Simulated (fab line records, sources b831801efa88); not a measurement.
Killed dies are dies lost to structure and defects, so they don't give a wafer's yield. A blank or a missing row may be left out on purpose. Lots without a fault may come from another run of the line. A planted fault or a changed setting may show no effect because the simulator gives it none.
fab line records | flow gf180mcu
record lots=12 wafers=34 last_day=34
route steps=602 shown V5@564 TOP_METAL@581 PASSIVATION@587
lots that met no fault: from a run of the same line without faults
start_h: hours from the record's first day to the start of the lot's first wafer shown | wait_h: hours since the lot's step before | " the same as in the row above | L1.1+2: a row that stands for several wafers | - no value, or no start given | * or withheld: withheld | < > ~ a bound
route shown NAME@n: a module of which the file shows steps, and the number in the route of the first | usual: mean/standard deviation of fault-free wafers | same: alike in all rows | chamber/n: place in a boat | sites: the reading at each site | _std_site: their standard deviation | _edge_site: outer sites' mean less inner sites' | radius_mm: how far each site lies from the wafer's centre | mask NAME#n: copy n | behind: the tool/chamber that last shaped the wafer | hold: why the lot was held/for how many hours/how that ended | device: the transistor (n, p or np) that didn't switch | end of line: the same wafers' tests at the end of the route | a step without rows: its recipe alone | killed: dies lost to structure and defects at the first sort, not the wafer's yield | map: a wafer's dies, x killed, . not, _ none there
set.NAME: the setting as run; set.NAME@STEP: as run at that earlier step | model.NAME: the simulator's own value behind a step, which no gauge read
steps of the route over a sample of lots; a table a step, a row a wafer
services: from which hour (start_h, from the record's first day; less than 0 if before it) a tool's chamber was out of use, for how many hours, and why
## steps
# step GF_V5_RS_MEAS_24
# recipe thk_meas_gauge=four-point-probe reads=W_of_V5_CVD_23+TiN_of_V5_SPUTTER_22+Ti_of_V5_SPUTTER_21
# usual V5_W_RS=0.329/0.0036
# columns lot.wafer tool chamber start_h wait_h V5_W_RS[ohm/sq]
L371.1 film_metro-01 - 643.86 0.1 0.331
L371.2 " - " " 0.328
L371.5 " - " " 0.327
L372.1 film_metro-01 - 649.03 0.1 0.324
L372.3 " - " " 0.322
L372.5 " - " " 0.322
L373.2 film_metro-04 - 658.67 0.1 0.329
L373.3 " - " " 0.331
L373.6 " - " " 0.331
L374.1 film_metro-02 - 663.63 0.1 0.326
L374.3 " - " " 0.331
L374.6 " - " " 0.327
L376.1 film_metro-02 - 677.85 0.1 0.330
L376.5 " - " " 0.330
L376.6 " - " " 0.326
L377.2 film_metro-01 - 693.01 0.1 0.334
L377.4 " - " " 0.329
L377.5 " - " " 0.333
L382.1 film_metro-02 - 719.79 0.1 0.331
L382.3 " - " " 0.325
L382.6 " - " " 0.329
L384.2 film_metro-01 - 737.58 0.1 0.336
L384.3 " - " " 0.338
L384.6 " - " " 0.337
L388.1 film_metro-02 - 764.71 0.1 0.324
L388.2 " - " " 0.328
L388.6 " - " " 0.328
L390.3 film_metro-02 - 768.80 0.1 0.329
L390.6 " - " " 0.329
L391.2 film_metro-02 - 781.33 0.1 0.328
L391.3 " - " " 0.322
L391.6 " - " " 0.326
L393.3 film_metro-01 - 787.06 0.1 0.332
L393.6 " - " " 0.325
# step GF_TOP_METAL_CD_MEAS_14
# recipe target_cd_nm=440
# usual cd_nm=439.9/2.3
# columns lot.wafer tool chamber start_h wait_h cd_nm
L371.1 cd_sem-02 - 663.48 0.1 437.4
L371.2 " - " " 440.2
L371.5 " - " " 438.7
L372.1 cd_sem-02 - 669.23 0.1 442.4
L372.3 " - " " 442.5
L372.5 " - " " 439.8
L373.2 cd_sem-02 - 678.80 0.1 440.2
L373.3 " - " " 439.2
L373.6 " - " " 437.6
L374.1 cd_sem-02 - 683.05 0.2 439.0
L374.3 " - " " 438.1
L374.6 " - " " 435.9
L376.1 cd_sem-02 - 697.38 0.1 437.3
L376.5 " - " " 434.6
L376.6 " - " " 436.1
L377.2 cd_sem-01 - 711.50 0.1 440.4
L377.4 " - " " 441.9
L377.5 " - " " 442.4
L382.1 cd_sem-02 - 737.86 0.1 443.2
L382.3 " - " " 442.3
L382.6 " - " " 443.1
L384.2 cd_sem-01 - 754.90 0.1 443.3
L384.3 " - " " 441.5
L384.6 " - " " 442.0
L388.1 cd_sem-02 - 781.18 0.1 437.5
L388.2 " - " " 439.6
L388.6 " - " " 438.5
L390.3 cd_sem-01 - 785.27 0.1 437.3
L390.6 " - " " 437.6
L391.2 cd_sem-02 - 797.08 0.1 437.6
L391.3 " - " " 439.7
L391.6 " - " " 439.3
L393.3 cd_sem-01 - 802.92 0.1 440.3
L393.6 " - " " 441.4
# step GF_PASSIVATION_CVD_00
# recipe material=SiO2 target_thk_nm=1000 precursor=TEOS temp_c=400 time_s=111.95 rf_w=600
# usual heater_power_w=671/89
# columns lot.wafer tool chamber start_h wait_h heater_power_w
L371.1 pecvd-03 1 664.52 0.0 585
L371.2 " 2 " " 787
L371.5 " 1 " " 632
L372.1 pecvd-03 2 670.10 0.0 789
L372.3 " 0 " " 614
L372.5 " 1 " " 583
L373.2 pecvd-02 1 679.64 0.0 782
L373.3 " 2 " " 561
L373.6 " 0 " " 713
L374.1 pecvd-03 2 683.91 0.0 766
L374.3 " 0 " " 728
L374.6 " 0 " " 564
L376.1 pecvd-02 1 698.25 0.0 758
L376.5 " 0 " " 682
L376.6 " 1 " " 806
L377.2 pecvd-03 1 712.55 0.0 600
L377.4 " 0 " " 715
L377.5 " 1 " " 649
L382.1 pecvd-01 0 738.72 0.0 795
L382.3 " 2 " " 742
L382.6 " 2 " " 623
L384.2 pecvd-03 1 755.81 0.0 651
L384.3 " 0 " " 663
L384.6 " 0 " " 708
L388.1 pecvd-02 2 782.08 0.0 614
L388.2 " 1 " " 789
L388.6 " 1 " " 832
L390.3 pecvd-03 1 786.10 0.0 632
L390.6 " 1 " " 515
L391.2 pecvd-01 0 797.92 0.0 841
L391.3 " 1 " " 649
L391.6 " 2 " " 596
L393.3 pecvd-03 0 803.78 0.0 593
L393.6 " 1 " " 513
# step GF_PASSIVATION_THK_MEAS_01
# recipe reads=SiO2_of_PASSIVATION_CVD_00
# usual PASSIVATION_CVD_00_THK=1000/13
# columns lot.wafer tool chamber start_h wait_h PASSIVATION_CVD_00_THK[nm]
L371.1 film_metro-03 - 664.59 0.0 989
L371.2 " - " " 1010
L371.5 " - " " 1006
L372.1 film_metro-04 - 670.18 0.0 990
L372.3 " - " " 984
L372.5 " - " " 1005
L373.2 film_metro-04 - 679.73 0.0 992
L373.3 " - " " 983
L373.6 " - " " 1000
L374.1 film_metro-03 - 683.99 0.0 998
L374.3 " - " " 992
L374.6 " - " " 1002
L376.1 film_metro-04 - 698.33 0.0 1007
L376.5 " - " " 1016
L376.6 " - " " 1016
L377.2 film_metro-04 - 712.64 0.0 982
L377.4 " - " " 981
L377.5 " - " " 985
L382.1 film_metro-01 - 738.80 0.0 996
L382.3 " - " " 983
L382.6 " - " " 1005
L384.2 film_metro-03 - 755.90 0.0 1005
L384.3 " - " " 985
L384.6 " - " " 999
L388.1 film_metro-04 - 782.16 0.0 989
L388.2 " - " " 995
L388.6 " - " " 1021
L390.3 film_metro-01 - 786.20 0.1 721
L390.6 " - " " 1020
L391.2 film_metro-03 - 798.01 0.0 991
L391.3 " - " " 985
L391.6 " - " " 1007
L393.3 film_metro-01 - 803.88 0.1 727
L393.6 " - " " 1027
# step GF_PASSIVATION_CVD_02
# recipe material=Si3N4 target_thk_nm=700 time_s=486.18 temp_c=400 rf_w=450
# usual heater_power_w=730/88
# columns lot.wafer tool chamber start_h wait_h heater_power_w
L371.1 pecvd-01 2 664.65 0.1 724
L371.2 " 0 " " 804
L371.5 " 1 " " 558
L372.1 pecvd-02 0 670.24 0.1 759
L372.3 " 1 " " 719
L372.5 " 1 " " 782
L373.2 pecvd-01 1 679.78 0.0 674
L373.3 " 0 " " 858
L373.6 " 1 " " 706
L374.1 pecvd-02 1 684.05 0.1 806
L374.3 " 2 " " 624
L374.6 " 1 " " 842
L376.1 pecvd-03 2 698.39 0.1 834
L376.5 " 2 " " 849
L376.6 " 1 " " 689
L377.2 pecvd-01 2 712.69 0.0 711
L377.4 " 0 " " 713
L377.5 " 2 " " 732
L382.1 pecvd-02 2 738.86 0.1 624
L382.3 " 0 " " 753
L382.6 " 1 " " 886
L384.2 pecvd-01 2 755.95 0.0 717
L384.3 " 1 " " 617
L384.6 " 1 " " 646
L388.1 pecvd-01 2 782.22 0.1 793
L388.2 " 0 " " 804
L388.6 " 1 " " 628
L390.3 pecvd-01 1 786.24 0.0 573
L390.6 " 2 " " 769
L391.2 pecvd-02 1 798.06 0.0 767
L391.3 " 2 " " 664
L391.6 " 2 " " 670
L393.3 pecvd-01 0 803.92 0.0 773
L393.6 " 2 " " 802
# step GF_PASSIVATION_ETCH_11
# recipe chemistry=CF4/O2 target_depth_nm=1800 stop_on=TiN source_w=800 bias_w=150 pressure_mtorr=150 cf4_flow_sccm=80 O2_flow_sccm=10 time_s=400
# usual chamber_pressure_mTorr=149.99/0.15 drypump_motor_current_A=5.8/0.37 oes_product_au=0.961/0.008 throttle_valve_pct=5.959/0.0089
# columns lot.wafer tool chamber start_h wait_h chamber_pressure_mTorr drypump_motor_current_A oes_product_au rf_hours_counter_h throttle_valve_pct
L371.1 rie_diel-03 3 683.31 - 150.01 5.5 0.952 9 5.955
L371.2 " 0 " " 149.93 5.6 0.956 8 5.955
L371.5 " 2 " " 150.11 5.6 0.971 - 5.963
L372.1 rie_diel-03 3 689.80 - 149.89 5.5 0.964 10 5.960
L372.3 " 1 " " 150.16 5.6 0.960 4 5.966
L372.5 " 2 " " 150.03 5.6 0.971 - 5.954
L373.2 rie_diel-02 1 699.00 - 149.89 5.7 0.954 6 5.961
L373.3 " 2 " " 150.10 6.3 0.956 11 5.969
L373.6 " 1 " " 149.82 5.7 0.959 - 5.957
L374.1 rie_diel-02 2 703.35 - 149.90 6.3 0.960 12 5.949
L374.3 " 2 " " 150.20 6.3 0.954 - 5.967
L374.6 " 2 " " 150.27 6.3 0.967 - 5.944
L376.1 rie_diel-02 1 717.03 - 149.94 5.7 0.967 7 5.960
L376.5 " 2 " " 149.93 6.3 0.967 - 5.956
L376.6 " 1 " " 149.96 5.7 0.971 - 5.967
L377.2 rie_diel-03 0 730.35 - 149.99 5.5 0.957 11 5.962
L377.4 " 2 " " 150.05 5.6 0.956 30 5.940
L377.5 " 2 " " 149.77 5.6 0.959 - 5.958
L382.1 rie_diel-03 1 755.98 - 149.98 5.6 0.963 7 5.976
L382.3 " 3 " " 149.99 5.5 0.961 14 5.963
L382.6 " 0 " " 149.96 5.6 0.963 - 5.956
L384.2 rie_diel-02 1 771.70 - 150.03 5.7 0.960 10 5.951
L384.3 " 2 " " 150.18 6.3 0.948 15 5.953
L384.6 " 1 " " 150.02 5.7 0.966 - 5.956
L388.1 rie_diel-01 1 797.43 - 150.15 6.3 0.945 10 5.961
L388.2 " 2 " " 149.94 4.8 0.953 10 5.965
L388.6 " 0 " " 149.76 5.6 0.968 - 5.959
L390.3 rie_diel-03 1 801.93 - 149.58 5.6 0.855 10 5.932
L390.6 " 1 " " 149.99 5.6 0.969 - 5.967
L391.2 rie_diel-02 1 812.81 - 150.02 5.7 0.951 12 5.962
L391.3 " 3 " " 150.19 5.7 0.955 15 5.961
L391.6 " 0 " " 150.10 6.4 0.961 - 5.972
L393.3 rie_diel-02 2 818.65 - 150.04 6.3 0.872 18 5.942
L393.6 " 1 " " 149.83 5.7 0.975 - 5.957
## services
# columns tool chamber start_h hours kind
rie_diel-03 - 641.57 2.8 pm
rie_diel-01 0 643.62 9.7 repair
pecvd-01 - 656.04 2.8 pm
rie_diel-02 0 690.50 1.7 repair
rie_diel-02 0 692.24 - clean
rie_diel-02 0 692.24 13.3 scheduled_down
rie_diel-02 0 692.24 13.3 vent_cycle
rie_diel-01 - 698.46 29.3 repair
rie_diel-02 3 700.15 6.5 repair
pecvd-01 - 711.05 0.7 repair
pecvd-02 - 718.82 6.0 pm
rie_diel-03 3 728.10 1.2 repair
pecvd-03 - 728.73 6.0 pm
rie_diel-01 0 736.92 32.1 repair
rie_diel-01 2 744.66 2.9 repair
rie_diel-02 1 758.33 8.4 repair
pecvd-02 - 799.38 14.0 pm
pecvd-02 0 799.38 14.0 vent_cycle
pecvd-02 1 799.38 14.0 vent_cycle
pecvd-02 2 799.38 14.0 vent_cycle
pecvd-02 0 813.38 - clean
pecvd-02 1 813.38 - clean
pecvd-02 2 813.38 - clean
## key
first_sign step=GF_PASSIVATION_THK_MEAS_01 reading=PASSIVATION_CVD_00_THK direction=down sigmas=21 usual=1000 struck=724
effect step=GF_PASSIVATION_ETCH_11 reading=oes_product_au direction=down sigmas=12 usual=0.961 struck=0.864
met_at GF_PASSIVATION_CVD_00
struck_lots L390,L393
struck_wafers L390.3,L393.3
not_acting_at GF_V5_RS_MEAS_24,GF_TOP_METAL_CD_MEAS_14,GF_PASSIVATION_CVD_02
onset_between 755.81 786.10
fault kind=process_parameter_drift tool=pecvd-03 chamber=- onset_h=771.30 steps=GF_PASSIVATION_CVD_00 channel=target_thk_nm offset=-284.31 shape=step end_h=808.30 scope=struck_wafers_only acts_in=these_recipes_only stated=1000
